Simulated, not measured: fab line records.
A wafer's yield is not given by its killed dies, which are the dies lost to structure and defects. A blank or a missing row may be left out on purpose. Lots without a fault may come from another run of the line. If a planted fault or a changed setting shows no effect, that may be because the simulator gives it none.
Matching of chambers + flow sfq line + SFQ_TRILAYER_I2_VIA_ETCH_VIA_ETCH_070 on rie diel-01 has 4 sister chambers
The step etches SiO2 in CHF3, stops on Nb, target depth 260 nm. 14 wafers are shown with their chamber, then 7 later ones without.

## EACH WAFER AND ITS CHAMBER
| wafer  | chamber | drypump motor current A (A) | oes product au (a.u.) | rf fwd power W (W) |
|--------|---------|-----------------------------|-----------------------|--------------------|
| L739.2 | 0       | 5.1                         | 0.852                 | 499.8              |
| L739.4 | 2       | 5.4                         | 0.840                 | 499.3              |
| L739.6 | 1       | 5.6                         | 0.855                 | 497.6              |
| L741.1 | 1       | 5.6                         | 0.860                 | 496.6              |
| L741.3 | 3       | 5.6                         | 0.853                 | 498.7              |
| L741.6 | 1       | 5.5                         | 0.854                 | 495.7              |
| L743.1 | 1       | 5.6                         | 0.862                 | 498.4              |
| L743.3 | 3       | 5.6                         | 0.859                 | 497.2              |
| L743.4 | 0       | 5.1                         | 0.855                 | 496.5              |
| L745.1 | 1       | 5.6                         | 0.863                 | 497.3              |
| L745.4 | 0       | 5.1                         | 0.851                 | 498.1              |
| L745.6 | 2       | 5.4                         | 0.841                 | 497.4              |
| L748.2 | 3       | 5.6                         | 0.848                 | 497.9              |
| L748.3 | 1       | 5.5                         | 0.852                 | 499.2              |

SIGNATURES (averages over the wafers above)
| reading                 | chamber 0 | chamber 1 | chamber 2 | chamber 3 | scatter within a chamber |
|-------------------------|-----------|-----------|-----------|-----------|--------------------------|
| drypump motor current A | 5.100     | 5.567     | 5.400     | 5.600     | 0.0365                   |
| oes product au          | 0.85267   | 0.85767   | 0.84050   | 0.85333   | 0.00419                  |
| rf fwd power W          | 498.133   | 497.467   | 498.350   | 497.933   | 1.27                     |
Rule: for a wafer and a chamber, the distance is found by dividing, reading by reading, the gap between the wafer's reading and the chamber's mean by the reading's scatter, squaring, summing and taking the root. If the next closest chamber is less than 2 further off than the closest, the wafer can't be placed; otherwise it belongs to the closest. How the scatter is found: for the shown wafers, subtract from each reading the mean of its chamber, square and add these, divide the total by (wafers less chambers), then take the root.

## WAFERS WITHOUT THEIR CHAMBER
| wafer  | drypump motor current A (A) | oes product au (a.u.) | rf fwd power W (W) |
|--------|-----------------------------|-----------------------|--------------------|
| L748.6 | 5.6                         | 0.861                 | 500.6              |
| L753.2 | 5.4                         | 0.850                 | 498.2              |
| L753.4 | 5.7                         | 0.864                 | 498.4              |
| L753.6 | 5.6                         | 0.853                 | 498.9              |
| L761.2 | 5.4                         | 0.852                 | 501.4              |
| L761.3 | 5.6                         | 0.847                 | 495.3              |
| L761.6 | 5.6                         | 0.842                 | 496.3              |

## THE CHAMBER EACH PASSED THROUGH
| wafer  | from the rows above     | in truth |
|--------|-------------------------|----------|
| L748.6 | can't be placed: 1 or 3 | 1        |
| L753.2 | 2                       | 2        |
| L753.4 | can't be placed: 3 or 1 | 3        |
| L753.6 | can't be placed: 3 or 1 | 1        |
| L761.2 | 2                       | 2        |
| L761.3 | can't be placed: 3 or 1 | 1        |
| L761.6 | can't be placed: 3 or 1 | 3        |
Placed correctly: 2 of 7. Unplaceable from these rows: 5, with the true chamber sitting among the candidates in 5. Number placed wrongly: 0.
